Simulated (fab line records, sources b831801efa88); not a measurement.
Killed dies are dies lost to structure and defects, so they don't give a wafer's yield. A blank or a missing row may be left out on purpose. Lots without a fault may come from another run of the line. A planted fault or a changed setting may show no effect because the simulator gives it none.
Which tool did it? | flow gf180mcu | 13 lots, 39 wafers sampled, at 5 steps of a route of 602

WHAT THE GAUGES READ, wafer by wafer
GF_STI_BOW_MEAS_00.
lot  | measured    | on            | INCOMING_BOW (um)
L591 | day 1 15:04 | film_metro-02 | -2 -6 1
L592 | day 1 20:01 | film_metro-03 | -7 6 5
L593 | day 2 01:01 | film_metro-02 | -3 -9 -5
L595 | day 2 11:01 | film_metro-03 | 5 -3 -3
L596 | day 2 16:00 | film_metro-01 | -7 -1 5
L603 | day 4 03:01 | film_metro-01 | 11 -7 -8
L604 | day 4 08:00 | film_metro-03 | 13 10 0
L605 | day 4 13:00 | film_metro-02 | -8 -5 4
L606 | day 4 18:00 | film_metro-03 | 1 4 1
L607 | day 4 23:01 | film_metro-01 | 8 8 4
L609 | day 5 09:01 | film_metro-02 | 14 -4 5
L611 | day 5 19:01 | film_metro-01 | 7 -9 -2
L613 | day 6 05:00 | film_metro-03 | -1 0 3

GF_PSD_RS_MEAS_14: measures by four-point-probe.
lot  | measured     | on            | NSD_RS (ohm/sq)
L591 | day 14 10:20 | film_metro-01 | 46.27 46.26 46.27
L592 | day 14 21:33 | film_metro-04 | 46.20 46.12 46.06
L593 | day 15 03:24 | film_metro-03 | 46.27 46.29 46.23
L595 | day 15 19:53 | film_metro-04 | 46.14 43.27 43.47
L596 | day 16 06:47 | film_metro-03 | 43.43 46.30 46.19
L603 | day 19 02:31 | film_metro-04 | 46.27 46.21 46.23
L604 | day 19 10:56 | film_metro-03 | 46.18 46.23 46.37
L605 | day 19 23:13 | film_metro-03 | 46.09 46.16 46.09
L606 | day 20 08:08 | film_metro-03 | 46.16 46.28 46.23
L607 | day 20 19:28 | film_metro-04 | 46.08 46.04 46.17
L609 | day 21 09:59 | film_metro-01 | 46.36 46.31 46.26
L611 | day 22 00:13 | film_metro-01 | 46.20 46.17 46.19
L613 | day 22 08:35 | film_metro-03 | 46.24 46.26 46.28

GF_PSD_RS_MEAS_15: measures by four-point-probe.
lot  | measured     | on            | PSD_RS (ohm/sq)
L591 | day 14 10:28 | film_metro-01 | 109.0 109.0 109.0
L592 | day 14 21:40 | film_metro-04 | 108.4 108.4 108.2
L593 | day 15 03:31 | film_metro-03 | 109.0 108.9 108.7
L595 | day 15 20:00 | film_metro-04 | 108.4 103.1 103.3
L596 | day 16 06:55 | film_metro-03 | 103.5 108.7 109.0
L603 | day 19 02:38 | film_metro-04 | 109.0 108.9 109.0
L604 | day 19 11:04 | film_metro-03 | 108.6 108.6 108.8
L605 | day 19 23:20 | film_metro-03 | 108.0 108.2 108.3
L606 | day 20 08:16 | film_metro-03 | 108.6 109.0 109.1
L607 | day 20 19:35 | film_metro-04 | 108.1 108.4 108.3
L609 | day 21 10:07 | film_metro-01 | 109.2 109.0 108.9
L611 | day 22 00:20 | film_metro-01 | 108.5 108.8 108.9
L613 | day 22 08:43 | film_metro-03 | 108.6 109.0 109.0

GF_V1_BOW_MEAS_05.
lot  | measured     | on            | V1_BOW (um)
L591 | day 17 07:14 | film_metro-03 | 80 76 85
L592 | day 17 18:09 | film_metro-03 | 77 92 90
L593 | day 18 01:20 | film_metro-01 | 74 71 73
L595 | day 18 20:42 | film_metro-03 | 89 82 83
L596 | day 19 09:44 | film_metro-03 | 79 83 89
L603 | day 22 06:46 | film_metro-01 | 96 77 76
L604 | day 22 15:01 | film_metro-01 | 91 90 79
L605 | day 23 01:56 | film_metro-03 | 73 77 85
L606 | day 23 11:14 | film_metro-02 | 77 80 78
L607 | day 23 22:08 | film_metro-01 | 84 83 78
L609 | day 24 11:29 | film_metro-01 | 95 78 86
L611 | day 25 00:25 | film_metro-03 | 81 64 72
L613 | day 25 08:40 | film_metro-02 | 81 80 85

WHICH TOOL RAN EACH LOT (tool, then ch and the chambers of the sampled wafers, then the start)
lot  | GF_PSD_RTA_13
L591 | rtp_anneal-02 ch 0, day 14 10:14
L592 | rtp_anneal-01 ch 0, day 14 21:28
L593 | rtp_anneal-01 ch 0, day 15 03:19
L595 | rtp_anneal-01 ch 0, day 15 19:43
L596 | rtp_anneal-01 ch 0, day 16 06:43
L603 | rtp_anneal-01 ch 0, day 19 02:25
L604 | rtp_anneal-01 ch 0, day 19 10:52
L605 | rtp_anneal-01 ch 0, day 19 23:08
L606 | rtp_anneal-01 ch 0, day 20 08:04
L607 | rtp_anneal-01 ch 0, day 20 19:22
L609 | rtp_anneal-02 ch 0, day 21 09:54
L611 | rtp_anneal-02 ch 0, day 22 00:07
L613 | rtp_anneal-02 ch 0, day 22 08:31
- GF_PSD_RTA_13: time 20 s.

WHAT THE TOOLS THEMSELVES READ (means of the sampled wafers that have a number; where no wafer has one, the mark that the record gives instead)
GF_PSD_RTA_13.
lot  | tool          | lamp_power_pct (%) | run_length_s (s) | wafer_temp_C_max
L591 | rtp_anneal-02 | 39.2               | 48.7             | 1030.7
L592 | rtp_anneal-01 | 37.5               | 49.2             | 1029.8
L593 | rtp_anneal-01 | 37.4               | 49.0             | 1028.4
L595 | rtp_anneal-01 | 37.5               | 60.6             | 1030.6
L596 | rtp_anneal-01 | 37.5               | 53.8             | 1029.6
L603 | rtp_anneal-01 | 37.5               | 49.0             | 1029.8
L604 | rtp_anneal-01 | 37.4               | 48.9             | 1030.6
L605 | rtp_anneal-01 | 37.5               | 49.0             | 1030.0
L606 | rtp_anneal-01 | 37.4               | 49.3             | 1030.5
L607 | rtp_anneal-01 | 37.4               | 49.1             | 1029.9
L609 | rtp_anneal-02 | 39.3               | 48.8             | 1029.0
L611 | rtp_anneal-02 | 39.2               | 48.9             | 1030.3
L613 | rtp_anneal-02 | 39.3               | 48.8             | 1029.8

THE ANSWER, worked out from the rows above alone
Rule: what is usual is taken from the lots themselves. Put in order of their means at a reading, lots are off if they are a third of the lots or fewer, leave a main group of 4 or more, and stand apart from it by a gap of 3 or more times the standard deviation of the main group's means; of several such gaps the widest counts. A main group whose means are all the same, to the digits that the tables above print for the reading, isn't used. A lot without any number at a reading at which 4 lots or more have one is off too. The other lots that the step has rows for count as sound. The gauges are gone through in route order, then the tools' own readings, and for those a lot's mean is taken as printed above. The first step at which some lot is off is used, and at that step the reading that is off furthest; a lot without a number counts as furthest.
Off: L595, L596, at GF_PSD_RS_MEAS_14 (NSD_RS). The main group: mean 46.21 ohm/sq, standard deviation 0.068.
A tool fits if, at a process step before that reading, it ran every lot that is off, and no sound lot after the first of them. The gauges at GF_PSD_RS_MEAS_14 aren't tried: what is off there is off at GF_PSD_RTA_13 too, on other tools, and a gauge's error can't cause that. None of those tried fits.

WHAT THE SIMULATOR HAD PUT IN
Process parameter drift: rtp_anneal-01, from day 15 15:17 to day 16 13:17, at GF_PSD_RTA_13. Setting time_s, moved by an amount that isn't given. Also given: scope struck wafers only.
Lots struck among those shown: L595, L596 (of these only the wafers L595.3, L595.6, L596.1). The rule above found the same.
